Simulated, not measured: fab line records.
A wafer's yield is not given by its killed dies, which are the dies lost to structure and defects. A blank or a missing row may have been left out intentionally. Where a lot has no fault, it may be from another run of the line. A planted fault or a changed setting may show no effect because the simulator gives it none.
fab line records	flow gf180mcu
record: lots: 24	wafers: 72	lastDay: 34
route steps=602 shown POLY_GATE@171 HV_LDD@213 PSD@255 SAB@265 CONTACT@301
lots that met no fault: from a run of the same line without faults
startH: start of the lot's first displayed wafer, in hours after the record's first day	waitH: hours since the lot's step before	" identical to the entry in the row above	L1.1+2: a single row standing in for several wafers	- no value, or no start given	* or withheld: withheld	< > ~ a bound
route shown NAME@n: NAME is a module with steps in the file, n the number in the route of the first one	usual: mean/standard deviation of fault-free wafers	same: alike in all rows	chamber/n: place in a boat	sites: per-site readings	_std_site: standard deviation of those values	_edge_site: outer sites' mean less inner sites'	radiusMm: for every site, how far away it sits from the centre of the wafer	mask NAME#n: copy n	behind: the tool/chamber that last shaped the wafer	hold: the reason the lot was held/the length of the hold in hours/how it ended	device: which transistor (n, p or np) failed to switch	end of line: at the end of the route, the tests of the same wafers	a step given without rows: its recipe and nothing more	killed: the dies lost at the first sort to structure and to defects; this is not the yield of the wafer	map: dies across one wafer; x = killed, . = not, _ = none there
set.NAME: setting as actually run; set.NAME@STEP: the setting as run at that earlier step	model.NAME: the simulator's own value behind a step, which no gauge read
the route's steps for a sample of lots (tables are steps, rows are wafers)
services: when a tool's chamber went out of use (startH, in hours from the record's first day, below 0 if earlier), for how many hours, and the reason
== steps ==
step: GF_POLY_GATE_STRIP_14
recipe: chemistry: O2/N2	powerW: 1400	pressureMtorr: 1500	platenTempC: 250	o2FlowSccm: 3000	n2FlowSccm: 300	overashFraction: 0.5
usual: drypumpMotorCurrentA: 5.3/0.49	heaterPowerW: 324/22	oesProductAu: 0.504/0.0044
lot.wafer	tool	chamber	startH	waitH	drypumpMotorCurrentA	heaterPowerW	oesProductAu	rfHoursCounterH
L074.4	plasmaAsher-02	0	201.30	0.1	5.2	362	0.509	-
L074.5	"	1	"	"	6.0	317	0.506	-
L074.6	"	0	"	"	5.2	359	0.504	-
L075.1	plasmaAsher-02	1	201.97	0.0	6.0	315	0.506	50
L075.2	"	0	"	"	5.2	369	0.511	50
L075.6	"	1	"	"	6.0	313	0.500	-
L076.1	plasmaAsher-04	0	207.65	0.0	5.0	329	0.510	54
L076.3	"	0	"	"	5.1	341	0.507	-
L076.4	"	1	"	"	6.0	302	0.508	-
L077.2	plasmaAsher-02	0	212.62	0.0	5.2	361	0.504	51
L077.3	"	1	"	"	6.0	320	0.507	-
L077.5	"	0	"	"	5.2	367	0.507	-
L078.1	plasmaAsher-02	0	218.12	0.0	5.2	374	0.506	52
L078.2	"	1	"	"	6.0	319	0.503	52
L078.4	"	0	"	"	5.3	358	0.503	-
L079.1	plasmaAsher-03	1	230.47	0.0	5.2	316	0.501	11
L079.3	"	1	"	"	5.2	312	0.506	-
L079.4	"	0	"	"	4.6	323	0.503	-
L080.3	plasmaAsher-03	0	238.90	0.1	4.7	313	0.496	-
L080.5	"	0	"	"	4.7	322	0.500	-
L080.6	"	1	"	"	5.2	316	0.496	-
L081.2	plasmaAsher-04	1	250.97	0.0	6.0	300	0.508	58
L081.5	"	1	"	"	6.0	293	0.507	-
L081.6	"	0	"	"	5.1	338	0.505	-
L082.2	plasmaAsher-03	0	261.57	0.0	4.6	316	0.504	14
L082.4	"	0	"	"	4.7	311	0.495	-
L082.5	"	0	"	"	4.6	313	0.511	-
L083.1	plasmaAsher-03	0	263.52	0.0	4.6	319	0.509	14
L083.2	"	1	"	"	5.2	307	0.507	14
L083.6	"	1	"	"	5.2	314	0.507	-
L084.1	plasmaAsher-03	1	274.36	0.0	5.2	321	0.498	16
L084.3	"	1	"	"	5.2	316	0.506	-
L084.6	"	0	"	"	4.7	326	0.497	-
L085.1	plasmaAsher-04	0	284.87	0.0	5.1	336	0.503	62
L085.3	"	1	"	"	6.0	300	0.512	-
L085.6	"	1	"	"	6.0	298	0.503	-
L086.3	plasmaAsher-02	0	291.30	0.1	5.3	380	0.506	-
L086.5	"	0	"	"	5.2	358	0.502	-
L086.6	"	1	"	"	6.0	316	0.505	-
L087.1	plasmaAsher-04	0	302.47	0.0	5.0	343	0.509	64
L087.4	"	1	"	"	6.0	297	0.499	-
L087.6	"	1	"	"	6.0	298	0.507	-
L088.1	plasmaAsher-03	0	304.76	0.0	4.7	315	0.498	19
L088.3	"	0	"	"	4.6	312	0.506	-
L088.6	"	0	"	"	4.6	320	0.507	-
L090.1	plasmaAsher-03	0	313.52	0.0	4.6	309	0.514	20
L090.4	"	0	"	"	4.7	319	0.497	-
L090.5	"	1	"	"	5.2	308	0.509	-
L089.1	plasmaAsher-02	0	317.76	0.0	5.3	364	0.504	61
L089.3	"	0	"	"	5.3	368	0.514	-
L089.4	"	1	"	"	6.0	306	0.505	-
L091.2	plasmaAsher-02	0	320.91	0.0	5.3	366	0.502	62
L091.3	"	1	"	"	6.0	319	0.504	-
L091.6	"	1	"	"	6.0	321	0.501	-
L092.1	plasmaAsher-03	1	328.28	0.0	5.2	320	0.507	21
L092.2	"	0	"	"	4.6	319	0.495	21
L092.3	"	1	"	"	5.2	325	0.504	-
L093.1	plasmaAsher-04	1	336.06	0.0	6.0	295	0.510	67
L093.3	"	0	"	"	5.0	334	0.500	-
L093.6	"	0	"	"	5.0	335	0.507	-
L094.1	plasmaAsher-02	1	342.71	0.0	6.0	314	0.505	64
L094.4	"	1	"	"	5.9	311	0.499	-
L094.5	"	0	"	"	5.2	368	0.507	-
L095.1	plasmaAsher-03	0	345.56	0.0	4.7	304	0.503	23
L095.3	"	0	"	"	4.7	311	0.508	-
L095.4	"	1	"	"	5.2	315	0.502	-
L096.2	plasmaAsher-03	0	357.77	0.0	4.6	306	0.503	24
L096.4	"	1	"	"	5.2	313	0.506	-
L096.5	"	1	"	"	5.2	312	0.504	-
L097.1	plasmaAsher-04	0	364.87	0.0	5.0	340	0.508	70
L097.2	"	1	"	"	6.0	297	0.506	70
L097.6	"	0	"	"	5.0	344	0.503	-
step: GF_HV_LDD_STRIP_37
recipe: chemistry: O2/N2	powerW: 1400	pressureMtorr: 1500	platenTempC: 250	o2FlowSccm: 3000	n2FlowSccm: 300	overashFraction: 0.5
usual: drypumpMotorCurrentA: 5.6/0.4	heaterPowerW: 333/24	oesProductAu: 0.716/0.0048	stripTimeToEndpointS: 12.62/0.047
lot.wafer	tool	chamber	startH	waitH	drypumpMotorCurrentA	heaterPowerW	oesProductAu	rfHoursCounterH	stripTimeToEndpointS
L074.4	plasmaAsher-04	1	258.44	0.1	6.0	298	0.713	-	12.60
L074.5	"	1	"	"	6.0	292	0.721	-	12.63
L074.6	"	0	"	"	5.0	340	0.715	-	12.64
L075.1	plasmaAsher-02	1	259.41	0.1	6.0	322	0.713	56	12.68
L075.2	"	0	"	"	5.3	366	0.719	56	12.62
L075.6	"	0	"	"	5.3	364	0.720	-	12.67
L076.1	plasmaAsher-02	1	265.36	0.1	6.0	318	0.717	57	12.65
L076.3	"	1	"	"	5.9	301	0.719	-	12.64
L076.4	"	0	"	"	5.3	372	0.718	-	12.71
L077.2	plasmaAsher-04	0	272.93	0.1	5.0	339	0.711	61	12.59
L077.3	"	0	"	"	5.1	337	0.707	-	12.56
L077.5	"	0	"	"	5.1	338	0.720	-	12.55
L078.1	plasmaAsher-01	1	276.26	0.1	6.1	351	0.718	47	12.61
L078.2	"	0	"	"	5.6	339	0.715	47	12.55
L078.4	"	1	"	"	6.1	351	0.717	-	12.58
L079.1	plasmaAsher-04	0	289.86	0.1	5.1	344	0.713	63	12.70
L079.3	"	0	"	"	5.1	336	0.708	-	12.67
L079.4	"	1	"	"	6.0	296	0.715	-	12.65
L080.3	plasmaAsher-02	1	299.24	0.1	5.9	316	0.714	-	12.59
L080.5	"	1	"	"	6.0	316	0.721	-	12.62
L080.6	"	0	"	"	5.3	372	0.714	-	12.61
L081.2	plasmaAsher-04	0	311.21	0.1	5.1	340	0.712	65	12.55
L081.5	"	0	"	"	5.1	339	0.714	-	12.54
L081.6	"	1	"	"	6.0	294	0.717	-	12.56
L082.2	plasmaAsher-04	1	323.91	0.1	6.0	301	0.718	66	12.60
L082.4	"	1	"	"	6.0	304	0.711	-	12.57
L082.5	"	0	"	"	5.0	328	0.713	-	12.63
L083.1	plasmaAsher-02	1	325.66	0.1	6.0	305	0.705	62	12.56
L083.2	"	0	"	"	5.2	363	0.711	62	12.53
L083.6	"	1	"	"	6.0	313	0.716	-	12.53
L084.1	plasmaAsher-02	1	337.16	0.1	5.9	316	0.720	63	12.61
L084.3	"	1	"	"	6.0	316	0.718	-	12.62
L084.6	"	0	"	"	5.2	370	0.717	-	12.60
L085.1	plasmaAsher-02	1	348.93	0.1	6.0	316	0.722	64	12.57
L085.3	"	0	"	"	5.3	372	0.724	-	12.64
L085.6	"	1	"	"	6.0	316	0.718	-	12.61
L086.3	plasmaAsher-01	0	355.94	0.1	5.6	353	0.721	-	12.57
L086.5	"	0	"	"	5.6	342	0.717	-	12.59
L086.6	"	1	"	"	6.1	348	0.709	-	12.59
L087.1	plasmaAsher-04	1	367.96	0.1	6.0	297	0.708	71	12.64
L087.4	"	1	"	"	6.0	300	0.710	-	12.59
L087.6	"	1	"	"	6.0	302	0.718	-	12.60
L088.1	plasmaAsher-01	0	370.96	0.1	5.6	343	0.712	57	12.60
L088.3	"	0	"	"	5.6	341	0.710	-	12.63
L088.6	"	0	"	"	5.6	343	0.714	-	12.56
L090.1	plasmaAsher-02	0	380.71	0.1	5.3	367	0.711	67	12.58
L090.4	"	1	"	"	6.0	320	0.716	-	12.61
L090.5	"	0	"	"	5.3	363	0.722	-	12.61
L089.1	plasmaAsher-01	0	384.66	0.1	5.6	342	0.712	59	12.58
L089.3	"	0	"	"	5.6	347	0.716	-	12.54
L089.4	"	1	"	"	6.1	351	0.716	-	12.55
L091.2	plasmaAsher-01	1	387.76	0.1	6.1	346	0.724	59	12.69
L091.3	"	1	"	"	6.0	344	0.713	-	12.73
L091.6	"	1	"	"	6.0	356	0.717	-	12.70
L092.1	plasmaAsher-04	1	400.66	0.1	6.0	298	0.714	74	12.64
L092.2	"	0	"	"	5.0	335	0.714	74	12.66
L092.3	"	0	"	"	5.1	343	0.717	-	12.64
L093.1	plasmaAsher-04	1	408.81	0.1	6.0	298	0.715	75	12.66
L093.3	"	0	"	"	5.1	335	0.720	-	12.65
L093.6	"	1	"	"	6.0	294	0.719	-	12.65
L094.1	plasmaAsher-02	0	412.86	0.1	5.3	369	0.721	70	12.61
L094.4	"	0	"	"	5.2	371	0.721	-	12.61
L094.5	"	0	"	"	5.3	373	0.720	-	12.56
L095.1	plasmaAsher-04	0	416.12	0.1	5.1	337	0.714	76	12.71
L095.3	"	0	"	"	5.0	331	0.726	-	12.67
L095.4	"	1	"	"	6.0	299	0.718	-	12.71
L096.2	plasmaAsher-01	0	429.31	0.1	5.6	343	0.712	64	12.67
L096.4	"	1	"	"	6.1	335	0.719	-	12.65
L096.5	"	1	"	"	6.0	350	0.710	-	12.59
L097.1	plasmaAsher-01	0	443.05	0.1	5.6	348	0.715	66	12.61
L097.2	"	1	"	"	6.1	352	0.718	66	12.61
L097.6	"	1	"	"	6.1	340	0.714	-	12.63
step: GF_HV_LDD_OVL_MEAS_47
usual: HV_LDD_03_OVL: 0.1/1.6
lot.wafer	tool	chamber	startH	waitH	HV_LDD_03_OVL[nm]
L074.4	overlay-01	-	277.04	0.1	0.7
L074.5	"	-	"	"	0.4
L074.6	"	-	"	"	0.8
L075.1	overlay-02	-	278.27	0.1	0.3
L075.2	"	-	"	"	-0.4
L075.6	"	-	"	"	0.9
L076.1	overlay-02	-	284.37	0.1	0.5
L076.3	"	-	"	"	1.0
L076.4	"	-	"	"	-0.6
L077.2	overlay-02	-	291.68	0.1	-1.5
L077.3	"	-	"	"	-1.6
L077.5	"	-	"	"	-0.4
L078.1	overlay-02	-	295.69	0.1	0.1
L078.2	"	-	"	"	-0.1
L078.4	"	-	"	"	1.7
L079.1	overlay-02	-	310.18	0.1	-1.7
L079.3	"	-	"	"	-0.7
L079.4	"	-	"	"	0.5
L080.3	overlay-01	-	319.78	0.1	-3.1
L080.5	"	-	"	"	-0.4
L080.6	"	-	"	"	-2.4
L081.2	overlay-01	-	332.43	0.1	0.6
L081.5	"	-	"	"	1.8
L081.6	"	-	"	"	1.7
L082.2	overlay-01	-	344.33	0.1	1.2
L082.4	"	-	"	"	1.0
L082.5	"	-	"	"	1.7
L083.1	overlay-01	-	346.62	0.1	1.1
L083.2	"	-	"	"	1.5
L083.6	"	-	"	"	0.7
L084.1	overlay-02	-	358.32	0.1	-1.6
L084.3	"	-	"	"	-1.5
L084.6	"	-	"	"	0.9
L085.1	overlay-01	-	370.82	0.1	1.6
L085.3	"	-	"	"	-1.0
L085.6	"	-	"	"	3.1
L086.3	overlay-01	-	378.44	0.1	-2.3
L086.5	"	-	"	"	-1.9
L086.6	"	-	"	"	-0.4
L087.1	overlay-02	-	390.57	0.1	0.5
L087.4	"	-	"	"	3.0
L087.6	"	-	"	"	0.5
L088.1	overlay-02	-	393.67	0.1	1.8
L088.3	"	-	"	"	-1.0
L088.6	"	-	"	"	1.3
L090.1	overlay-02	-	403.67	0.1	-1.6
L090.4	"	-	"	"	-0.3
L090.5	"	-	"	"	-0.6
L089.1	overlay-01	-	407.87	0.1	-1.5
L089.3	"	-	"	"	-1.2
L089.4	"	-	"	"	0.0
L091.2	overlay-02	-	410.80	0.1	-1.3
L091.3	"	-	"	"	-1.3
L091.6	"	-	"	"	-2.8
L092.1	overlay-01	-	423.67	0.1	0.7
L092.2	"	-	"	"	0.4
L092.3	"	-	"	"	0.5
L093.1	overlay-02	-	432.72	0.1	-0.7
L093.3	"	-	"	"	-0.4
L093.6	"	-	"	"	1.6
L094.1	overlay-02	-	437.07	0.1	0.7
L094.4	"	-	"	"	-1.8
L094.5	"	-	"	"	-1.9
L095.1	overlay-01	-	440.02	0.1	0.9
L095.3	"	-	"	"	1.2
L095.4	"	-	"	"	0.4
L096.2	overlay-01	-	453.87	0.1	-1.9
L096.4	"	-	"	"	-0.3
L096.5	"	-	"	"	-0.6
L097.1	overlay-02	-	467.22	0.1	1.0
L097.2	"	-	"	"	1.6
L097.6	"	-	"	"	0.7
step: GF_PSD_CD_MEAS_07
recipe: targetCdNm: 400
usual: cdNm: 400.0/2.4
lot.wafer	tool	chamber	startH	waitH	cdNm
L074.4	cdSem-02	-	320.01	0.1	403.8
L074.5	"	-	"	"	401.3
L074.6	"	-	"	"	401.7
L075.1	cdSem-02	-	324.46	0.1	396.5
L075.2	"	-	"	"	396.7
L075.6	"	-	"	"	395.4
L076.1	cdSem-01	-	329.15	0.1	399.8
L076.3	"	-	"	"	397.7
L076.4	"	-	"	"	397.4
L077.2	cdSem-01	-	337.57	0.1	400.1
L077.3	"	-	"	"	398.8
L077.5	"	-	"	"	401.9
L078.1	cdSem-02	-	339.56	0.1	398.4
L078.2	"	-	"	"	401.1
L078.4	"	-	"	"	400.4
L079.1	cdSem-02	-	356.06	0.1	398.4
L079.3	"	-	"	"	394.2
L079.4	"	-	"	"	398.1
L080.3	cdSem-01	-	366.69	0.1	404.0
L080.5	"	-	"	"	402.1
L080.6	"	-	"	"	403.0
L081.2	cdSem-02	-	379.52	0.1	401.0
L081.5	"	-	"	"	401.3
L081.6	"	-	"	"	403.4
L082.2	cdSem-01	-	392.73	0.1	399.3
L082.4	"	-	"	"	399.6
L082.5	"	-	"	"	400.5
L083.1	cdSem-02	-	396.86	0.1	397.1
L083.2	"	-	"	"	396.7
L083.6	"	-	"	"	398.2
L084.1	cdSem-01	-	407.86	0.1	404.5
L084.3	"	-	"	"	403.8
L084.6	"	-	"	"	401.6
L085.1	cdSem-02	-	420.10	0.1	400.1
L085.3	"	-	"	"	400.1
L085.6	"	-	"	"	401.5
L086.3	cdSem-01	-	428.34	0.1	401.8
L086.5	"	-	"	"	403.0
L086.6	"	-	"	"	403.5
L087.1	cdSem-02	-	443.95	0.1	399.3
L087.4	"	-	"	"	401.5
L087.6	"	-	"	"	400.1
L088.1	cdSem-01	-	449.90	0.1	401.8
L088.3	"	-	"	"	402.8
L088.6	"	-	"	"	402.5
L090.1	cdSem-02	-	455.91	0.1	399.4
L090.4	"	-	"	"	399.8
L090.5	"	-	"	"	401.3
L091.2	cdSem-01	-	464.02	0.1	397.7
L091.3	"	-	"	"	398.6
L091.6	"	-	"	"	397.5
L089.1	cdSem-01	-	464.30	0.1	398.4
L089.3	"	-	"	"	398.9
L089.4	"	-	"	"	399.6
L092.1	cdSem-01	-	476.05	0.1	400.8
L092.2	"	-	"	"	401.6
L092.3	"	-	"	"	401.4
L093.1	cdSem-02	-	484.45	0.1	403.1
L093.3	"	-	"	"	402.8
L093.6	"	-	"	"	403.2
L094.1	cdSem-01	-	489.80	0.1	397.5
L094.4	"	-	"	"	399.0
L094.5	"	-	"	"	399.5
L095.1	cdSem-01	-	492.01	0.1	397.4
L095.3	"	-	"	"	396.5
L095.4	"	-	"	"	399.0
L096.2	cdSem-02	-	505.02	0.1	395.9
L096.4	"	-	"	"	396.8
L096.5	"	-	"	"	396.1
L097.1	cdSem-02	-	517.65	0.1	403.1
L097.2	"	-	"	"	400.8
L097.6	"	-	"	"	399.5
step: GF_SAB_THK_MEAS_01
recipe: reads: SiO2_of_SAB_CVD_00
usual: SAB_CVD_00_THK: 50.2/0.8
lot.wafer	tool	chamber	startH	waitH	SAB_CVD_00_THK[nm]
L074.4	filmMetro-03	-	320.84	0.0	50.0
L074.5	"	-	"	"	49.6
L074.6	"	-	"	"	50.0
L075.1	filmMetro-04	-	325.37	0.0	50.5
L075.2	"	-	"	"	50.8
L075.6	"	-	"	"	50.7
L076.1	filmMetro-03	-	330.01	0.0	50.7
L076.3	"	-	"	"	50.1
L076.4	"	-	"	"	50.6
L077.2	filmMetro-04	-	338.42	0.0	49.9
L077.3	"	-	"	"	49.4
L077.5	"	-	"	"	50.1
L078.1	filmMetro-01	-	340.42	0.0	49.9
L078.2	"	-	"	"	50.3
L078.4	"	-	"	"	51.0
L079.1	filmMetro-01	-	356.92	0.0	49.6
L079.3	"	-	"	"	50.1
L079.4	"	-	"	"	50.6
L080.3	filmMetro-01	-	367.53	0.0	49.7
L080.5	"	-	"	"	50.1
L080.6	"	-	"	"	51.1
L081.2	filmMetro-03	-	380.37	0.0	50.3
L081.5	"	-	"	"	50.8
L081.6	"	-	"	"	50.5
L082.2	filmMetro-01	-	393.58	0.0	50.3
L082.4	"	-	"	"	50.8
L082.5	"	-	"	"	50.9
L083.1	filmMetro-04	-	397.72	0.0	50.7
L083.2	"	-	"	"	49.7
L083.6	"	-	"	"	49.6
L084.1	filmMetro-03	-	408.72	0.0	50.1
L084.3	"	-	"	"	48.5
L084.6	"	-	"	"	49.9
L085.1	filmMetro-01	-	420.96	0.0	51.1
L085.3	"	-	"	"	51.6
L085.6	"	-	"	"	51.6
L086.3	filmMetro-04	-	429.18	0.0	50.2
L086.5	"	-	"	"	50.9
L086.6	"	-	"	"	51.0
L087.1	filmMetro-03	-	444.85	0.0	50.8
L087.4	"	-	"	"	50.6
L087.6	"	-	"	"	50.8
L088.1	filmMetro-03	-	450.76	0.0	50.1
L088.3	"	-	"	"	51.0
L088.6	"	-	"	"	52.1
L090.1	filmMetro-03	-	456.77	0.0	49.2
L090.4	"	-	"	"	48.7
L090.5	"	-	"	"	50.2
L091.2	filmMetro-01	-	464.87	0.0	49.6
L091.3	"	-	"	"	50.2
L091.6	"	-	"	"	50.8
L089.1	filmMetro-01	-	465.16	0.0	48.7
L089.3	"	-	"	"	49.5
L089.4	"	-	"	"	49.7
L092.1	filmMetro-04	-	476.91	0.0	49.3
L092.2	"	-	"	"	49.2
L092.3	"	-	"	"	49.6
L093.1	filmMetro-04	-	485.31	0.0	49.1
L093.3	"	-	"	"	48.8
L093.6	"	-	"	"	50.0
L094.1	filmMetro-04	-	490.74	0.0	49.3
L094.4	"	-	"	"	50.2
L094.5	"	-	"	"	50.0
L095.1	filmMetro-04	-	492.95	0.0	50.6
L095.3	"	-	"	"	51.3
L095.4	"	-	"	"	50.8
L096.2	filmMetro-03	-	505.87	0.0	49.8
L096.4	"	-	"	"	50.1
L096.5	"	-	"	"	51.3
L097.1	filmMetro-03	-	518.52	0.0	48.2
L097.2	"	-	"	"	48.8
L097.6	"	-	"	"	49.4
step: GF_CONTACT_CD_MEAS_14
recipe: targetCdNm: 220
usual: cdNm: 220.2/1.4
lot.wafer	tool	chamber	startH	waitH	cdNm
L074.4	cdSem-02	-	365.31	0.1	219.4
L074.5	"	-	"	"	218.8
L074.6	"	-	"	"	219.4
L075.1	cdSem-01	-	369.25	0.1	219.6
L075.2	"	-	"	"	219.9
L075.6	"	-	"	"	219.2
L076.1	cdSem-02	-	374.65	0.1	218.7
L076.3	"	-	"	"	219.8
L076.4	"	-	"	"	220.3
L077.2	cdSem-02	-	383.62	0.1	220.1
L077.3	"	-	"	"	219.7
L077.5	"	-	"	"	221.0
L078.1	cdSem-02	-	386.15	0.1	221.2
L078.2	"	-	"	"	221.5
L078.4	"	-	"	"	222.1
L079.1	cdSem-01	-	403.25	0.1	217.3
L079.3	"	-	"	"	217.7
L079.4	"	-	"	"	218.7
L080.3	cdSem-01	-	415.19	0.1	221.8
L080.5	"	-	"	"	221.6
L080.6	"	-	"	"	222.0
L081.2	cdSem-02	-	428.69	0.2	220.0
L081.5	"	-	"	"	220.4
L081.6	"	-	"	"	219.6
L082.2	cdSem-01	-	442.32	0.1	219.7
L082.4	"	-	"	"	220.7
L082.5	"	-	"	"	219.1
L083.1	cdSem-02	-	446.80	0.1	219.1
L083.2	"	-	"	"	218.2
L083.6	"	-	"	"	218.4
L084.1	cdSem-01	-	458.20	0.1	216.0
L084.3	"	-	"	"	216.2
L084.6	"	-	"	"	217.7
L085.1	cdSem-01	-	471.00	0.1	220.5
L085.3	"	-	"	"	220.7
L085.6	"	-	"	"	220.5
L086.3	cdSem-02	-	479.24	0.1	220.7
L086.5	"	-	"	"	218.7
L086.6	"	-	"	"	219.3
L087.1	cdSem-01	-	494.27	0.2	218.6
L087.4	"	-	"	"	220.0
L087.6	"	-	"	"	219.4
L088.1	cdSem-02	-	500.40	0.1	221.6
L088.3	"	-	"	"	221.9
L088.6	"	-	"	"	221.9
L090.1	cdSem-01	-	505.75	0.1	221.4
L090.4	"	-	"	"	221.1
L090.5	"	-	"	"	222.0
L091.2	cdSem-02	-	514.87	0.1	219.8
L091.3	"	-	"	"	221.6
L091.6	"	-	"	"	222.1
L089.1	cdSem-02	-	515.15	0.1	222.5
L089.3	"	-	"	"	220.2
L089.4	"	-	"	"	222.0
L092.1	cdSem-02	-	524.70	0.1	221.2
L092.2	"	-	"	"	221.8
L092.3	"	-	"	"	222.1
L093.1	cdSem-02	-	532.80	0.1	219.9
L093.3	"	-	"	"	221.2
L093.6	"	-	"	"	219.9
L094.1	cdSem-02	-	538.20	0.1	220.8
L094.4	"	-	"	"	220.8
L094.5	"	-	"	"	220.5
L095.1	cdSem-02	-	540.65	0.1	219.8
L095.3	"	-	"	"	220.2
L095.4	"	-	"	"	221.3
L096.2	cdSem-01	-	552.74	0.1	220.0
L096.4	"	-	"	"	219.6
L096.5	"	-	"	"	220.5
L097.1	cdSem-01	-	564.65	0.1	220.7
L097.2	"	-	"	"	221.5
L097.6	"	-	"	"	221.0
== services ==
tool	chamber	startH	hours	kind
plasmaAsher-03	-	182.87	0.6	repair
plasmaAsher-04	-	183.11	2.8	pm
plasmaAsher-03	-	224.04	1.9	repair
plasmaAsher-02	-	267.96	10.7	repair
plasmaAsher-03	-	352.92	1.4	repair
plasmaAsher-01	-	353.32	2.0	repair
plasmaAsher-02	-	365.73	10.5	repair
plasmaAsher-02	-	402.68	2.5	repair
plasmaAsher-04	-	421.25	9.0	pm
plasmaAsher-04	0	421.25	9.0	ventCycle
plasmaAsher-04	1	421.25	9.0	ventCycle
plasmaAsher-04	0	430.25	-	clean
plasmaAsher-04	1	430.25	-	clean
plasmaAsher-04	-	440.62	28.1	pm
== key ==
fault none
